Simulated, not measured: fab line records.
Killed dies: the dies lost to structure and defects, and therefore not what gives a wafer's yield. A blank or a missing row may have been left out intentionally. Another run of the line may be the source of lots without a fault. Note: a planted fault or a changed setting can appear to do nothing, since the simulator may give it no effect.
Code-filled problem report in 8D (eight disciplines) form    flow sky130    the parts of the form that need people (team, actions taken, sign-off) are left out

## 1. PROBLEM STATEMENT
Wafers without a fault read 106.1 s, standard deviation 0.42; run-length-s at SKY_METAL1_METAL_ETCH_19 reads a mean of 110.1 s on 5 wafers belonging to 2 lots. Measured from the usual mean, that is +9.6 standard deviations.
The step: etches the open film in Cl2/BCl3, stops on SiO2, target depth 360 nm, time 78 s.
First seen on wafer L646.1, day 38 22:28, on rie-metal-03. The record holds 33 wafers of 11 lots with a number at this step. By rule, "out" or "out of limits" means more than 4 standard deviations away from the usual mean. Any other wafer with a number is counted as sound.

## 2. WHAT IT IS, AND WHAT IT ISN'T
question                     is                                      is not
which readings at this step  run-length-s                            drypump-motor-current-A, rf-fwd-power-W, throttle-valve-pct
which lots                   L646, L647                              L630, L632, L634, L635, L636, L639, L648, L649, L651
which wafers of those lots   L646.1, L646.3, L646.5, L647.4, L647.6  L647.3
read on which tools          rie-metal-03                            rie-metal-02, rie-metal-04
when                         from day 38 22:28                       up to then (18 sound wafers); but 10 sound wafers of L647, L648, L649, L651 came after

## 3. THE SUSPECTS, EACH WITH WHAT RULES IT OUT
Counting: a tool at a process step up to the reading stays a suspect if it ran every lot that is out. Sound lots after the first of them don't rule it out here, since some wafers of a struck lot are sound.
- rie-metal-03 at SKY_METAL1_METAL_ETCH_19 (etches the open film in Cl2/BCl3, stops on SiO2, target depth 360 nm, time 78 s): kept. Every lot that is out went through it, the first being L646 (day 38 22:28); the last sound lot it ran before that was L639 (day 36 17:58). On those wafers its own readings are out: run-length-s.
- Within rie-metal-03 at SKY_METAL1_METAL_ETCH_19: the wafers that are out ran in chamber 0; their sound lot-mates ran in chamber 1.
The count leaves rie-metal-03 at SKY_METAL1_METAL_ETCH_19.

## 4. THE CAUSE (what the simulator had put in)
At SKY_METAL1_METAL_ETCH_19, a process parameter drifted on rie-metal-03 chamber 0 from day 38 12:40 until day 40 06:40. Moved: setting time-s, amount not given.
After counting, this tool was the only one left.

## 5. THE EFFECT CHAIN, in route order
Each row: a reading where the mean over the struck wafers with a number is more than 3 standard deviations away from the usual. Only readings whose record carries a usual standard deviation are examined. hours: median over the lots of the time between each lot's start at the first step of this table that gives one and its start at this step. sigmas: the change, counted in usual standard deviations.
hours  step                      reading         usual       on struck wafers  change  sigmas
0      SKY_METAL1_METAL_ETCH_19  oes-product-au  0.856 a.u.  0.826             -0.030  -4.7
0      SKY_METAL1_METAL_ETCH_19  run-length-s    106.1 s     110.1             +4.0    +9.6
Here are the process steps it includes:
- SKY_METAL1_METAL_ETCH_19: etches the open film in Cl2/BCl3, stops on SiO2, target depth 360 nm, time 78 s.
At these later measuring or inspecting steps, every struck wafer for which the step has a row has a number for every such reading, and none has moved that far: SKY_VIA1_OVL_MEAS_13.

## 6. WHAT WOULD HAVE CAUGHT IT SOONER
In this record no reading fell out of limits until day 38 22:28, 10 hours after the fault had begun at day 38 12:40.
